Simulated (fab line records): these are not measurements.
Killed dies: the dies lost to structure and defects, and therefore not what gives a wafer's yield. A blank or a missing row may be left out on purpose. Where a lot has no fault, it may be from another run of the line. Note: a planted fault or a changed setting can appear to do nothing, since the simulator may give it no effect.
fab line records	flow sky130
record lots=12	wafers=36	last_day=52
route steps=708 shown LOCAL_INTERCONNECT@399 VIA1@470 VIA2@509
lots that met no fault: from a run of the same line without faults
start_h: hours from the record's opening day to when the first of the lot's shown wafers began	wait_h: how many hours have passed since the lot's step before this one	" as in the row above	L1.1+2: one row covering several wafers at once	- no value present, or no start provided	* or withheld: withheld	< > ~ a bound
route shown NAME@n: a module of which the file shows steps, and the number in the route of the first	usual: average and standard deviation across the fault-free wafers	same: alike in all rows	chamber/n: place in a boat	sites: per-site readings	_std_site: standard deviation of those values	_edge_site: the outer-site mean with the inner-site mean subtracted	radius_mm: how far each site lies from the wafer's centre	mask NAME#n: copy n	behind: tool/chamber where the wafer was last shaped	hold: reason for holding the lot/hours on hold/outcome of the hold	device: transistor that didn't switch, given as n, p or np	end of line: the same wafers' tests at the end of the route	where a step has no rows: the recipe by itself	killed: dies that structure and defects cost at the first sort, which is not the same as the wafer's yield	map: dies across one wafer; x = killed, . = not, _ = none there
set.NAME: the setting the step ran with; set.NAME@STEP: the setting that earlier step ran with	model.NAME: the simulator's own value behind a step, which no gauge read
the route's steps for a sample of lots (tables are steps, rows are wafers)
services: the hour from which a tool's chamber was out of use, counted from the record's first day as start_h (under 0 if before that day), plus the number of hours and why
## steps
# step SKY_LOCAL_INTERCONNECT_OVL_MEAS_12
# usual LOCAL_INTERCONNECT_OVL=0/5.7
lot.wafer	tool	chamber	start_h	wait_h	LOCAL_INTERCONNECT_OVL[nm]
L792.2	overlay-01	-	754.07	0.1	1
L792.4	"	-	"	"	-1
L792.5	"	-	"	"	6
L794.2	overlay-02	-	764.14	0.1	1
L794.4	"	-	"	"	6
L794.6	"	-	"	"	12
L795.1	overlay-01	-	768.86	0.1	-1
L795.2	"	-	"	"	8
L795.3	"	-	"	"	4
L797.2	overlay-01	-	770.27	0.1	1
L797.4	"	-	"	"	3
L797.6	"	-	"	"	4
L800.1	overlay-01	-	772.09	0.1	5
L800.3	"	-	"	"	2
L800.5	"	-	"	"	-1
L801.2	overlay-01	-	776.94	0.1	-5
L801.3	"	-	"	"	-4
L801.6	"	-	"	"	0
L802.2	overlay-01	-	777.29	0.1	-6
L802.4	"	-	"	"	-14
L802.6	"	-	"	"	-1
L804.2	overlay-01	-	903.29	0.1	-9
L804.4	"	-	"	"	-3
L804.5	"	-	"	"	5
L809.1	overlay-02	-	915.67	0.1	2
L809.3	"	-	"	"	6
L809.5	"	-	"	"	-2
L811.4	overlay-02	-	922.73	0.1	-3
L811.5	"	-	"	"	-5
L811.6	"	-	"	"	-2
L813.1	overlay-02	-	923.74	0.1	-2
L813.3	"	-	"	"	-9
L813.4	"	-	"	"	-6
L812.1	overlay-01	-	925.27	0.1	6
L812.2	"	-	"	"	7
L812.4	"	-	"	"	7
# step SKY_VIA1_CD_MEAS_12
# recipe target_cd_nm=150
# usual cd_nm=150.0/1.7
lot.wafer	tool	chamber	start_h	wait_h	cd_nm
L792.2	cd_sem-02	-	839.07	-	149.0
L792.4	"	-	"	"	148.9
L792.5	"	-	"	"	150.3
L794.2	cd_sem-01	-	850.69	-	149.1
L794.4	"	-	"	"	152.0
L794.6	"	-	"	"	150.9
L795.1	cd_sem-01	-	853.94	-	149.7
L795.2	"	-	"	"	149.8
L795.3	"	-	"	"	149.5
L797.2	cd_sem-02	-	855.54	-	152.1
L797.4	"	-	"	"	150.1
L797.6	"	-	"	"	150.2
L800.1	cd_sem-02	-	857.97	-	149.6
L800.3	"	-	"	"	148.0
L800.5	"	-	"	"	149.1
L801.2	cd_sem-01	-	861.97	-	150.1
L801.3	"	-	"	"	149.8
L801.6	"	-	"	"	151.9
L802.2	cd_sem-02	-	862.26	-	152.2
L802.4	"	-	"	"	152.7
L802.6	"	-	"	"	153.9
L804.2	cd_sem-01	-	984.14	-	149.1
L804.4	"	-	"	"	147.9
L804.5	"	-	"	"	148.9
L809.1	cd_sem-01	-	997.32	-	149.0
L809.3	"	-	"	"	148.7
L809.5	"	-	"	"	148.8
L811.4	cd_sem-02	-	1004.41	-	150.0
L811.5	"	-	"	"	146.8
L811.6	"	-	"	"	149.1
L813.1	cd_sem-02	-	1005.62	-	150.5
L813.3	"	-	"	"	149.4
L813.4	"	-	"	"	150.4
L812.1	cd_sem-02	-	1006.50	-	149.2
L812.2	"	-	"	"	149.3
L812.4	"	-	"	"	149.3
# step SKY_VIA1_CVD_21
# recipe material=W	target_thk_nm=270	time_s=80.902	temp_c=400	pressure_torr=40
# usual heater_power_w=855/83
lot.wafer	tool	chamber	start_h	wait_h	heater_power_w
L792.2	cvd_w-01	0	839.95	0.0	962
L792.4	"	0	"	"	966
L792.5	"	0	"	"	959
L794.2	cvd_w-01	1	851.57	0.0	712
L794.4	"	0	"	"	969
L794.6	"	0	"	"	960
L795.1	cvd_w-02	0	854.84	0.0	873
L795.2	"	1	"	"	880
L795.3	"	1	"	"	918
L797.2	cvd_w-02	0	856.42	0.0	872
L797.4	"	1	"	"	909
L797.6	"	1	"	"	890
L800.1	cvd_w-02	1	858.87	0.0	903
L800.3	"	0	"	"	909
L800.5	"	1	"	"	885
L801.2	cvd_w-01	0	862.85	0.0	969
L801.3	"	0	"	"	968
L801.6	"	0	"	"	998
L802.2	cvd_w-02	0	863.15	0.0	855
L802.4	"	1	"	"	889
L802.6	"	1	"	"	904
L804.2	cvd_w-02	0	985.03	0.0	773
L804.4	"	1	"	"	872
L804.5	"	1	"	"	878
L809.1	cvd_w-01	0	998.22	0.0	984
L809.3	"	0	"	"	955
L809.5	"	1	"	"	725
L811.4	cvd_w-02	1	1005.29	0.1	856
L811.5	"	0	"	"	756
L811.6	"	1	"	"	899
L813.1	cvd_w-02	1	1006.58	0.0	889
L813.3	"	0	"	"	763
L813.4	"	1	"	"	900
L812.1	cvd_w-02	0	1007.40	0.0	771
L812.2	"	1	"	"	877
L812.4	"	1	"	"	889
# step SKY_VIA1_RS_MEAS_22
# recipe thk_meas_gauge=four-point-probe	reads=W_of_VIA1_CVD_21+TiN_of_VIA1_SPUTTER_20
# usual VIA1_W_RS=0.429/0.0045
lot.wafer	tool	chamber	start_h	wait_h	VIA1_W_RS[ohm/sq]
L792.2	film_metro-02	-	840.06	0.1	0.438
L792.4	"	-	"	"	0.428
L792.5	"	-	"	"	0.429
L794.2	film_metro-04	-	851.68	0.1	0.433
L794.4	"	-	"	"	0.429
L794.6	"	-	"	"	0.432
L795.1	film_metro-03	-	854.93	0.1	0.432
L795.2	"	-	"	"	0.433
L795.3	"	-	"	"	0.435
L797.2	film_metro-02	-	856.53	0.1	0.432
L797.4	"	-	"	"	0.428
L797.6	"	-	"	"	0.460
L800.1	film_metro-04	-	858.96	0.1	0.429
L800.3	"	-	"	"	0.474
L800.5	"	-	"	"	0.429
L801.2	film_metro-04	-	862.96	0.1	0.425
L801.3	"	-	"	"	0.426
L801.6	"	-	"	"	0.429
L802.2	film_metro-02	-	863.26	0.1	0.430
L802.4	"	-	"	"	0.430
L802.6	"	-	"	"	0.464
L804.2	film_metro-04	-	985.14	0.1	0.426
L804.4	"	-	"	"	0.428
L804.5	"	-	"	"	0.425
L809.1	film_metro-02	-	998.31	0.1	0.433
L809.3	"	-	"	"	0.433
L809.5	"	-	"	"	0.432
L811.4	film_metro-03	-	1005.41	0.1	0.423
L811.5	"	-	"	"	0.427
L811.6	"	-	"	"	0.417
L813.1	film_metro-02	-	1006.67	0.1	0.426
L813.3	"	-	"	"	0.431
L813.4	"	-	"	"	0.432
L812.1	film_metro-02	-	1007.50	0.1	0.427
L812.2	"	-	"	"	0.422
L812.4	"	-	"	"	0.422
# step SKY_VIA1_THK_MEAS_23
# recipe thk_meas_gauge=xrf	reads=W_of_VIA1_CVD_21
# usual VIA1_W_THK=262.9/2.7
lot.wafer	tool	chamber	start_h	wait_h	VIA1_W_THK[nm]
L792.2	film_metro-02	-	840.17	0.1	258.5
L792.4	"	-	"	"	263.3
L792.5	"	-	"	"	261.9
L794.2	film_metro-04	-	851.79	0.1	264.0
L794.4	"	-	"	"	265.8
L794.6	"	-	"	"	264.5
L795.1	film_metro-03	-	855.05	0.1	261.5
L795.2	"	-	"	"	259.3
L795.3	"	-	"	"	258.2
L797.2	film_metro-02	-	856.64	0.1	261.0
L797.4	"	-	"	"	263.1
L797.6	"	-	"	"	245.8
L800.1	film_metro-04	-	859.08	0.1	265.1
L800.3	"	-	"	"	241.0
L800.5	"	-	"	"	264.8
L801.2	film_metro-04	-	863.07	0.1	269.7
L801.3	"	-	"	"	267.5
L801.6	"	-	"	"	265.5
L802.2	film_metro-02	-	863.37	0.1	263.3
L802.4	"	-	"	"	261.2
L802.6	"	-	"	"	243.6
L804.2	film_metro-04	-	985.25	0.1	265.0
L804.4	"	-	"	"	261.5
L804.5	"	-	"	"	265.4
L809.1	film_metro-02	-	998.43	0.1	259.4
L809.3	"	-	"	"	259.4
L809.5	"	-	"	"	259.9
L811.4	film_metro-03	-	1005.50	0.1	267.2
L811.5	"	-	"	"	264.9
L811.6	"	-	"	"	271.4
L813.1	film_metro-02	-	1006.79	0.1	263.5
L813.3	"	-	"	"	260.5
L813.4	"	-	"	"	261.1
L812.1	film_metro-02	-	1007.62	0.1	262.0
L812.2	"	-	"	"	267.6
L812.4	"	-	"	"	265.6
# step SKY_VIA2_CMP_02
# recipe material=SiO2	down_force_psi=4	platen_rpm=60	pad_velocity_m_s=0.94248
# usual motor_current_A=12.5/1
lot.wafer	tool	chamber	start_h	wait_h	motor_current_A
L792.2	cmp-01	3	868.58	0.0	12.3
L792.4	"	1	"	"	10.5
L792.5	"	0	"	"	13.1
L794.4	cmp-02	3	880.86	0.1	12.5
L794.2	"	1	"	"	11.4
L794.6	"	3	"	"	13.1
L795.1	cmp-01	0	884.03	0.1	12.8
L795.2	"	1	"	"	11.1
L795.3	"	2	"	"	13.8
L797.4	cmp-02	1	886.38	0.1	12.4
L797.2	"	2	"	"	13.2
L797.6	"	3	"	"	12.1
L800.3	cmp-02	1	887.90	0.0	12.6
L800.1	"	0	"	"	11.0
L800.5	"	1	"	"	12.3
L801.3	cmp-01	1	891.94	0.1	11.3
L801.2	"	2	"	"	14.0
L801.6	"	1	"	"	10.6
L802.4	cmp-01	2	892.54	0.2	13.8
L802.2	"	0	"	"	12.8
L802.6	"	2	"	"	14.0
L804.2	cmp-01	0	1012.45	0.0	13.5
L804.4	"	1	"	"	10.7
L804.5	"	0	"	"	12.8
L811.4	cmp-01	2	1032.13	0.1	13.9
L811.6	"	1	"	"	10.9
L811.5	"	2	"	"	14.2
L813.3	cmp-02	2	1033.85	0.0	13.7
L813.1	"	3	"	"	12.0
L813.4	"	1	"	"	12.7
L812.1	cmp-01	2	1034.91	0.1	13.5
L812.4	"	3	"	"	12.1
L812.2	"	0	"	"	12.7
L809.1	cmp-02	1	1036.07	0.1	12.4
L809.3	"	2	"	"	13.0
L809.5	"	1	"	"	12.5
## services
tool	chamber	start_h	hours	kind
cvd_w-02	-	837.87	0.5	repair
cvd_w-01	-	854.45	2.0	repair
cmp-01	-	862.59	4.8	pm
cmp-02	-	891.02	7.2	pm
cmp-02	-	898.27	6.8	pm
cvd_w-02	-	904.00	14.0	pm
cvd_w-02	0	904.00	14.0	vent_cycle
cvd_w-02	1	904.00	14.0	vent_cycle
cmp-01	-	912.03	4.0	pm
cmp-01	-	916.03	-	consumable_replace:conditioner
cmp-01	-	916.03	-	consumable_replace:pad
cvd_w-02	0	918.00	-	clean
cvd_w-02	1	918.00	-	clean
cvd_w-02	-	940.19	6.9	pm
cvd_w-02	0	965.64	2.4	repair
cmp-01	-	1005.91	0.6	repair
cmp-01	-	1006.19	1.1	repair
cmp-01	-	1025.01	0.5	repair
## key
first_sign step=SKY_VIA1_RS_MEAS_22	reading=VIA1_W_RS	direction=up	sigmas=8.1	usual=0.429	struck=0.466
effect step=SKY_VIA1_THK_MEAS_23	reading=VIA1_W_THK	direction=down	sigmas=7.1	usual=262.9	struck=243.5
met_at SKY_VIA1_CVD_21
struck_lots L797,L800,L802
struck_wafers L797.6,L800.3,L802.6
not_acting_at SKY_LOCAL_INTERCONNECT_OVL_MEAS_12,SKY_VIA1_CD_MEAS_12,SKY_VIA2_CMP_02
onset_between 854.84 856.42
fault kind=process_parameter_drift	tool=cvd_w-02	chamber=-	onset_h=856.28	steps=SKY_VIA1_CVD_21	channel=target_thk_nm	offset=-18.935	shape=step	end_h=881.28	scope=struck_wafers_only	acts_in=these_recipes_only	stated=270
